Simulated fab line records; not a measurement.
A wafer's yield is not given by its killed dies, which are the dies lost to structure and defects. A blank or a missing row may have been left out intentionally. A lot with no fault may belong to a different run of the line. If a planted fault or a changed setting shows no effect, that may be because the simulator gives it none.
2 desks, one fault || flow gf180mcu || what lay behind the numbers comes last; until then each desk has only its own

== AT THE METROLOGY DESK ==
What the gauges read, lot by lot, whatever tool the lot ran on: means of the sampled wafers that have a number. A lot is out of limits, marked OUT, if its mean lies more than 4 standard deviations from the usual mean; the brackets give that distance.
Columns: A = V4_CVD_00_THK at GF_V4_THK_MEAS_01, usual 601 nm
{"lot": "L219", "first seen here": "day 23 11:50", "A": 600}
{"lot": "L220", "first seen here": "day 23 18:52", "A": 600}
{"lot": "L227", "first seen here": "day 26 05:52", "A": "302 (-55) OUT"}
{"lot": "L228", "first seen here": "day 26 12:49", "A": "302 (-55) OUT"}
{"lot": "L229", "first seen here": "day 26 21:43", "A": "306 (-55) OUT"}
{"lot": "L233", "first seen here": "day 28 03:01", "A": 602}
{"lot": "L236", "first seen here": "day 28 20:20", "A": 594}
{"lot": "L237", "first seen here": "day 29 07:08", "A": 593}
{"lot": "L238", "first seen here": "day 29 11:41", "A": 600}
{"lot": "L239", "first seen here": "day 29 15:03", "A": 603}
{"lot": "L241", "first seen here": "day 30 06:59", "A": 605}
{"lot": "L242", "first seen here": "day 30 18:18", "A": 599}
This desk reports L227, L228, L229 out of limits; the earliest was L227 at day 26 05:52 (V4_CVD_00_THK at GF_V4_THK_MEAS_01). L219, L220, L233, L236, L237, L238, L239, L241, L242: within limits.

== DESK OF THE TOOL OWNER: hdpcvd-01 ==
The tool's own readings at GF_V4_CVD_00 (deposits SiO2, target thk 600 nm, time 100 s): means of the sampled wafers that have a number, for each lot that ran on this tool. A lot is out of limits, marked OUT, if its mean lies more than 4 standard deviations from the usual mean; the brackets give that distance.
Columns: A = sih4FlowSccm at GF_V4_CVD_00, usual 59.99 sccm
{"lot": "L219", "first seen here": "day 23 11:45", "A": 60.20}
{"lot": "L220", "first seen here": "day 23 18:47", "A": 59.95}
{"lot": "L227", "first seen here": "day 26 05:47", "A": "29.94 (-99 or more) OUT"}
{"lot": "L228", "first seen here": "day 26 12:44", "A": "29.97 (-99 or more) OUT"}
{"lot": "L229", "first seen here": "day 26 21:39", "A": "30.06 (-99 or more) OUT"}
{"lot": "L239", "first seen here": "day 29 14:59", "A": 59.96}
{"lot": "L241", "first seen here": "day 30 06:54", "A": 59.94}
{"lot": "L242", "first seen here": "day 30 18:11", "A": 60.13}
This desk's finding: out of limits on L227, L228, L229; first on L227, day 26 05:47 (sih4FlowSccm at GF_V4_CVD_00). L219, L220, L239, L241, L242: within limits.

== PUT TOGETHER ==
An alarm could have come from the tool owner's desk at day 26 05:47, on L227, L228, L229.
On L227, L228, L229, the metrology desk was in a position to raise an alarm at day 26 05:52.
GF_V4_CVD_00 was run on hdpcvd-01 by each of the lots named.

== WHAT HAD BEEN PUT IN BY THE SIMULATOR ==
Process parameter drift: hdpcvd-01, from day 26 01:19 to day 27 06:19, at GF_V4_CVD_00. From 60, the setting sih4FlowSccm moved by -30. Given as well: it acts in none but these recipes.
Lots struck among those shown: L227, L228, L229.
Counting hours from when the fault started, the first reading out of limits came at 4 for the tool owner's desk and at 5 for the metrology desk.
